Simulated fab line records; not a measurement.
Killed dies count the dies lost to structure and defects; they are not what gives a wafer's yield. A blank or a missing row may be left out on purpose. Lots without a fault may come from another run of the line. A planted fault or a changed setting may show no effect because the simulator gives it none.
fab line records | flow sky130
record: lots: 5 wafers: 15 last_day: 51
route steps=708 shown PASSIVATION@688 PAD_OPEN@694
lots untouched by any fault: they come from a run of this same line in which no faults occurred
start_h: start of the lot's first displayed wafer, in hours after the record's first day | wait_h: how many hours have passed since the lot's step before this one | " same as the row above | L1.1+2: several wafers, shown together as one row | - value missing, or start not given | * or withheld: withheld | < > ~ a bound
route shown NAME@n: a module of which the file shows steps, and the number in the route of the first | usual: mean and standard deviation over wafers with no fault | same: alike in all rows | chamber/n: place in a boat | sites: readings site by site | _std_site: standard deviation of those values | _edge_site: outer sites' mean less inner sites' | radius_mm: how far each site lies from the wafer's centre | mask NAME#n: copy n | behind: the tool/chamber that last shaped the wafer | hold: why the lot was held/for how many hours/how that ended | device: whichever transistor did not switch (one of n, p or np) | end of line: tests run on the same wafers once the route is complete | where a step has no rows: the recipe by itself | killed: dies that structure and defects cost at the first sort, which is not the same as the wafer's yield | map: dies across one wafer; x = killed, . = not, _ = none there
set.NAME: the setting that was run; set.NAME@STEP: the one run at that earlier step | model.NAME: the simulator's own value behind a step, which no gauge read
a table for each step, a row for each wafer; lots at some steps of the route
services: the hour from which a tool's chamber was out of use, counted from the record's first day as start_h (under 0 if before that day), plus the number of hours and why
== steps ==
step: SKY_PASSIVATION_SOFTBAKE_07
recipe: temp_c: 110 time_s: withheld
columns lot.wafer tool chamber start_h wait_h
L084.2+3+4 litho_track-03 0 1128.00 0.1
L085.2+3+4 litho_track-02 0 1128.10 0.1
L091.2+3+6 litho_track-01 0 1151.69 0.1
L095.2+3+6 litho_track-01 0 1184.09 0.1
L097.1+2+3 litho_track-03 0 1188.86 0.1
step: SKY_PASSIVATION_EXPOSE_08
recipe: mask_id: NSM target_cd_nm: 3000 na: 0.57 dose_mj: 260
columns lot.wafer tool chamber start_h wait_h mask
L084.2+3+4 iline_stepper-01 0 - - NSM#0
L085.2+3+4 iline_stepper-01 0 - - NSM#0
L091.2+3+6 iline_stepper-01 0 - - NSM#0
L095.2+3+6 iline_stepper-02 0 - - NSM#0
L097.1+2+3 iline_stepper-02 0 - - NSM#0
step: SKY_PASSIVATION_PEB_09
recipe: temp_c: 115 time_s: withheld
columns lot.wafer tool chamber start_h wait_h
L084.2+3+4 litho_track-03 0 - -
L085.2+3+4 litho_track-03 0 - -
L091.2+3+6 litho_track-02 0 - -
L095.2+3+6 litho_track-01 0 - -
L097.1+2+3 litho_track-03 0 - -
step: SKY_PASSIVATION_DEVELOP_10
recipe: develop_time_s: 60 dev_temp_c: 23
columns lot.wafer tool chamber start_h wait_h
L084.2+3+4 litho_track-03 0 - -
L085.2+3+4 litho_track-03 0 - -
L091.2+3+6 litho_track-02 0 - -
L095.2+3+6 litho_track-01 0 - -
L097.1+2+3 litho_track-03 0 - -
step: SKY_PASSIVATION_ETCH_11
recipe: chemistry: CF4/O2 target_depth_nm: 725 stop_on: AlCu source_w: 800 bias_w: 150 pressure_mtorr: 150 cf4_flow_sccm: 80 O2_flow_sccm: 10 time_s: 161.1
usual: O2_flow_sccm: 10.000/0.03 bias_w: 150.1/0.51 drypump_motor_current_A: 5.6/0.53 oes_product_au: 0.980/0.007 throttle_valve_pct: 5.964/0.0094
columns lot.wafer tool chamber start_h wait_h O2_flow_sccm bias_w drypump_motor_current_A oes_product_au rf_hours_counter_h throttle_valve_pct
L084.2 rie_diel-04 0 1138.06 - 10.019 150.7 5.8 0.980 11 5.939
L084.3 " 3 " " 10.033 149.5 5.3 0.968 14 5.959
L084.4 " 3 " " 10.015 149.3 5.3 0.976 - 5.958
L085.2 rie_diel-01 0 1138.41 - 9.956 150.7 5.6 0.979 28 5.954
L085.3 " 2 " " 9.988 149.7 5.8 0.981 28 5.966
L085.4 " 3 " " 10.006 150.2 5.3 0.974 23 5.955
L091.2 rie_diel-03 0 1160.07 - 10.012 149.9 6.7 0.978 10 5.957
L091.3 " 3 " " 9.976 150.5 6.2 0.978 7 5.949
L091.6 " 0 " " 10.008 150.2 6.7 0.989 - 5.962
L095.2 rie_diel-04 0 1192.31 - 10.036 150.0 5.8 0.972 13 5.972
L095.3 " 3 " " 10.034 150.2 5.3 0.983 16 5.966
L095.6 " 0 " " 10.009 150.2 5.8 0.971 - 5.953
L097.1 rie_diel-04 1 1197.11 - 9.971 149.1 4.9 0.968 17 5.972
L097.2 " 2 " " 9.985 150.7 5.4 0.973 0 5.960
L097.3 " 0 " " 10.013 151.2 5.8 0.983 13 5.974
step: SKY_PASSIVATION_STRIP_12
recipe: chemistry: O2/N2 power_w: 1400 pressure_mtorr: 1500 platen_temp_c: withheld overash_fraction: 0.7 o2_flow_sccm: 3000 n2_flow_sccm: 300
usual: drypump_motor_current_A: 5.22/0.17 oes_product_au: 0.661/0.0048 strip_time_to_endpoint_s: 31.48/0.13
columns lot.wafer tool chamber start_h wait_h drypump_motor_current_A oes_product_au rf_hours_counter_h strip_time_to_endpoint_s
L084.2 plasma_asher-02 0 1138.17 0.1 5.05 0.660 7 31.31
L084.3 " 1 " " 5.38 0.661 - 31.47
L084.4 " 0 " " 5.06 0.662 - 31.39
L085.2 plasma_asher-03 0 1138.52 0.1 5.42 0.670 68 31.37
L085.3 " 0 " " 5.41 0.664 - 31.28
L085.4 " 1 " " 5.19 0.654 - 31.51
L091.2 plasma_asher-02 0 1160.18 0.1 5.09 0.658 9 31.68
L091.3 " 0 " " 5.08 0.663 - 31.37
L091.6 " 1 " " 5.42 0.664 - 31.59
L095.2 plasma_asher-04 1 1192.42 0.1 5.19 0.656 45 31.48
L095.3 " 1 " " 5.19 0.658 - 31.51
L095.6 " 0 " " 4.91 0.666 - 31.47
L097.1 plasma_asher-03 1 1197.22 0.1 5.18 0.668 73 31.47
L097.2 " 0 " " 5.43 0.664 73 31.59
L097.3 " 1 " " 5.18 0.670 - 31.45
step: SKY_PAD_OPEN_DEHYDRATE_00
recipe: temp_c: 200 time_s: 60
columns lot.wafer tool chamber start_h wait_h
L084.2+3+4 litho_track-03 0 1146.49 8.3
L085.2+3+4 litho_track-03 0 1147.14 8.6
L091.2+3+6 litho_track-02 0 1167.90 7.7
L095.2+3+6 litho_track-03 0 1199.69 7.2
L097.1+2+3 litho_track-04 0 1204.12 6.9
step: SKY_PAD_OPEN_HMDS_01
recipe: prime_time_s: 60 prime_temp_c: 120
columns lot.wafer tool chamber start_h wait_h
L084.2+3+4 litho_track-03 0 1146.64 0.1
L085.2+3+4 litho_track-03 0 1147.29 0.1
L091.2+3+6 litho_track-02 0 1168.05 0.1
L095.2+3+6 litho_track-03 0 1199.84 0.1
L097.1+2+3 litho_track-04 0 1204.27 0.1
step: SKY_PAD_OPEN_COAT_02
recipe: spin_rpm: 2000 resist_thk_nm: 3000
columns lot.wafer tool chamber start_h wait_h
L084.2+3+4 litho_track-03 0 1146.79 0.1
L085.2+3+4 litho_track-03 0 1147.44 0.1
L091.2+3+6 litho_track-02 0 1168.20 0.1
L095.2+3+6 litho_track-03 0 1199.99 0.1
L097.1+2+3 litho_track-04 0 1204.42 0.1
step: SKY_PAD_OPEN_SOFTBAKE_03
recipe: temp_c: 110 time_s: withheld
columns lot.wafer tool chamber start_h wait_h
L084.2+3+4 litho_track-03 0 1146.95 0.1
L085.2+3+4 litho_track-03 0 1147.60 0.1
L091.2+3+6 litho_track-02 0 1168.35 0.1
L095.2+3+6 litho_track-03 0 1200.15 0.1
L097.1+2+3 litho_track-04 0 1204.57 0.1
step: SKY_PAD_OPEN_EXPOSE_04
recipe: mask_id: PDM target_cd_nm: 60000 na: 0.57 dose_mj: 260
columns lot.wafer tool chamber start_h wait_h mask
L084.2+3+4 iline_stepper-01 0 - - PDM#0
L085.2+3+4 iline_stepper-02 0 - - PDM#0
L091.2+3+6 iline_stepper-02 0 - - PDM#0
L095.2+3+6 iline_stepper-01 0 - - PDM#0
L097.1+2+3 iline_stepper-02 0 - - PDM#0
step: SKY_PAD_OPEN_PEB_05
recipe: temp_c: 115 time_s: withheld
columns lot.wafer tool chamber start_h wait_h
L084.2+3+4 litho_track-03 0 - -
L085.2+3+4 litho_track-04 0 - -
L091.2+3+6 litho_track-03 0 - -
L095.2+3+6 litho_track-02 0 - -
L097.1+2+3 litho_track-04 0 - -
step: SKY_PAD_OPEN_DEVELOP_06
recipe: develop_time_s: 60 dev_temp_c: 23
columns lot.wafer tool chamber start_h wait_h
L084.2+3+4 litho_track-03 0 - -
L085.2+3+4 litho_track-04 0 - -
L091.2+3+6 litho_track-03 0 - -
L095.2+3+6 litho_track-02 0 - -
L097.1+2+3 litho_track-04 0 - -
step: SKY_PAD_OPEN_ETCH_07
recipe: chemistry: CF4/O2 target_depth_nm: 725 stop_on: AlCu source_w: 800 bias_w: 150 pressure_mtorr: 150 cf4_flow_sccm: 80 O2_flow_sccm: 10 time_s: 161.1
usual: O2_flow_sccm: 9.997/0.029 bias_w: 150.1/0.46 drypump_motor_current_A: 5.8/0.52 oes_product_au: 0.980/0.0073 throttle_valve_pct: 5.965/0.0082
columns lot.wafer tool chamber start_h wait_h O2_flow_sccm bias_w drypump_motor_current_A oes_product_au rf_hours_counter_h throttle_valve_pct
L084.2 rie_diel-02 3 1156.91 - 9.966 149.7 6.3 0.968 19 5.967
L084.3 " 1 " " 10.010 149.9 5.6 0.969 31 5.961
L084.4 " 0 " " 10.058 150.3 6.2 0.982 21 5.966
L085.2 rie_diel-02 2 1157.67 - 10.006 149.9 5.7 0.983 2 5.958
L085.3 " 0 " " 10.036 150.4 6.2 0.978 21 5.954
L085.4 " 1 " " 10.050 149.9 5.5 0.971 31 5.982
L091.2 rie_diel-01 1 1176.71 - 9.940 150.0 4.7 0.968 17 5.973
L091.3 " 0 " " 10.002 150.2 5.6 0.981 30 5.966
L091.6 " 1 " " 9.954 149.6 4.6 0.984 - 5.965
L095.2 rie_diel-03 1 1206.62 - 9.955 150.7 5.1 0.981 16 5.971
L095.3 " 0 " " 10.004 150.5 6.7 0.980 11 5.962
L095.6 " 3 " " 9.982 150.0 6.2 0.985 - 5.973
L097.1 rie_diel-02 3 1211.12 - 10.005 150.0 6.3 0.967 21 5.973
L097.2 " 1 " " 9.980 150.5 5.6 0.971 33 5.960
L097.3 " 0 " " 9.914 150.4 6.2 0.982 23 5.973
step: SKY_PAD_OPEN_STRIP_08
recipe: chemistry: O2/N2 power_w: 1400 pressure_mtorr: 1500 platen_temp_c: withheld overash_fraction: 0.7 o2_flow_sccm: 3000 n2_flow_sccm: 300
usual: drypump_motor_current_A: 5.2/0.35 oes_product_au: 0.663/0.0046
columns lot.wafer tool chamber start_h wait_h drypump_motor_current_A oes_product_au rf_hours_counter_h
L084.2 plasma_asher-03 1 1157.02 0.1 5.2 0.667 69
L084.3 " 0 " " 5.4 0.667 -
L084.4 " 1 " " 5.2 0.668 -
L085.2 plasma_asher-01 1 1157.77 0.1 4.7 0.659 102
L085.3 " 1 " " 4.6 0.660 -
L085.4 " 0 " " 5.9 0.655 -
L091.2 plasma_asher-04 1 1176.82 0.1 5.2 0.664 43
L091.3 " 0 " " 4.9 0.663 -
L091.6 " 1 " " 5.2 0.664 -
L095.2 plasma_asher-04 1 1206.73 0.1 5.2 0.667 46
L095.3 " 0 " " 4.9 0.668 -
L095.6 " 1 " " 5.2 0.664 -
L097.1 plasma_asher-03 0 1211.22 0.1 5.4 0.665 74
L097.2 " 1 " " 5.2 0.657 74
L097.3 " 1 " " 5.2 0.662 -
step: SKY_PAD_OPEN_STRIP_09
recipe: chemistry: post_etch_residue_remover time_s: 1200 temp_c: 72.5
columns lot.wafer tool chamber start_h wait_h
L084.2+3+4 wet_bench-01 3 1157.12 0.1
L085.2+3+4 wet_bench-02 1 1157.87 0.1
L091.2+3+6 wet_bench-04 2 1176.92 0.1
L095.2+3+6 wet_bench-01 1 1206.83 0.1
L097.1+2+3 wet_bench-02 2 1211.32 0.1
step: SKY_PAD_OPEN_CLEAN_10
recipe: chemistry: IPA time_s: 180 temp_c: 25
columns lot.wafer tool chamber start_h wait_h
L084.2+3+4 wet_bench-01 1 1157.46 0.0
L085.2+3+4 wet_bench-04 0 1158.22 0.0
L091.2+3+6 wet_bench-02 1 1177.26 0.0
L095.2+3+6 wet_bench-02 1 1207.17 0.0
L097.1+2+3 wet_bench-01 0 1211.67 0.0
step: SKY_PAD_OPEN_CLEAN_11
recipe: chemistry: O3/DIW dry: n2_spin
columns lot.wafer tool chamber start_h wait_h
L084.2+3+4 wet_bench-04 2 1157.52 0.0
L085.2+3+4 wet_bench-02 0 1158.27 0.0
L091.2+3+6 wet_bench-01 0 1177.32 0.0
L095.2+3+6 wet_bench-02 3 1207.23 0.0
L097.1+2+3 wet_bench-04 3 1211.72 0.0
step: SKY_PAD_OPEN_ANNEAL_12
recipe: temp_c: 400 time_s: withheld ambient: N2/H2 idle_temp_c: 300 ramp_up_c_per_min: 8 ramp_down_c_per_min: 4
usual: spike_tc_bottom_C: 425.2/1.1 spike_tc_top_C: 423.4/1.2 tube_center_temp_C: 400/0.038 zone_power_centre_pct: 4.84/0.08 zone_power_top_pct: 10.60/0.18
columns lot.wafer tool chamber start_h wait_h spike_tc_bottom_C spike_tc_top_C tube_center_temp_C zone_power_centre_pct zone_power_top_pct
L084.2 furnace-01 0 1157.61 0.0 423.8 423.7 400.01 4.75 10.77
L084.3 " 0 " " 426.0 423.0 399.93 4.78 10.85
L084.4 " 0 " " 425.5 423.3 400.05 4.69 10.64
L085.2 furnace-02 0 1158.37 0.0 425.6 421.7 400.03 4.85 10.57
L085.3 " 0 " " 427.0 422.1 400.01 4.84 10.57
L085.4 " 0 " " 425.0 422.8 400.07 4.90 10.42
L091.2 furnace-02 0 1177.41 0.0 425.0 422.2 399.99 4.88 10.48
L091.3 " 0 " " 424.1 423.9 400.03 4.96 10.50
L091.6 " 0 " " 427.4 424.2 400.02 4.96 10.51
L095.2 furnace-02 0 1207.32 0.0 426.5 426.1 400.04 4.97 10.60
L095.3 " 0 " " 425.1 423.3 400 4.90 10.25
L095.6 " 0 " " 424.9 423.6 400 4.89 10.37
L097.1 furnace-02 0 1211.82 0.0 423.3 422.3 400.06 4.94 10.56
L097.2 " 0 " " 424.7 422.7 400.01 4.96 10.56
L097.3 " 0 " " 424.2 424.5 399.95 4.91 10.36
step: SKY_PAD_OPEN_BOW_MEAS_13
recipe: mode: bow
usual: PAD_OPEN_BOW: 48/8.4
columns lot.wafer tool chamber start_h wait_h PAD_OPEN_BOW[um]
L084.2 film_metro-01 - 1159.13 - 47
L084.3 " - " " 45
L084.4 " - " " 56
L085.2 film_metro-03 - 1159.89 - 42
L085.3 " - " " 43
L085.4 " - " " 46
L091.2 film_metro-02 - 1178.93 - 46
L091.3 " - " " 59
L091.6 " - " " 57
L095.2 film_metro-02 - 1208.84 - 47
L095.3 " - " " 30
L095.6 " - " " 55
L097.1 film_metro-02 - 1213.32 - 55
L097.2 " - " " 58
L097.3 " - " " 50
== services ==
columns tool chamber start_h hours kind
iline_stepper-01 0 1111.63 - calibration
furnace-01 - 1115.53 16.4 repair
plasma_asher-03 - 1124.44 2.9 repair
rie_diel-04 1 1134.87 22.6 repair
litho_track-02 - 1136.78 - consumable_replace:filter
rie_diel-02 1 1140.61 10.5 repair
furnace-02 - 1151.37 3.6 pm
rie_diel-03 2 1154.57 - clean
rie_diel-03 2 1154.57 - consumable_replace:focus_ring
rie_diel-03 2 1154.57 11.6 scheduled_down
rie_diel-03 2 1154.57 11.6 vent_cycle
plasma_asher-04 - 1157.19 3.5 repair
iline_stepper-02 - 1161.01 1.7 pm
rie_diel-04 3 1172.31 3.5 repair
rie_diel-04 2 1172.81 6.0 repair
plasma_asher-03 - 1177.98 6.4 repair
rie_diel-04 2 1178.78 - clean
rie_diel-04 2 1178.78 - consumable_replace:focus_ring
rie_diel-04 2 1178.78 17.8 scheduled_down
rie_diel-04 2 1178.78 17.8 vent_cycle
rie_diel-01 - 1188.71 2.8 pm
rie_diel-01 0 1200.68 8.2 repair
iline_stepper-01 - 1211.63 1.7 pm
== key ==
fault none
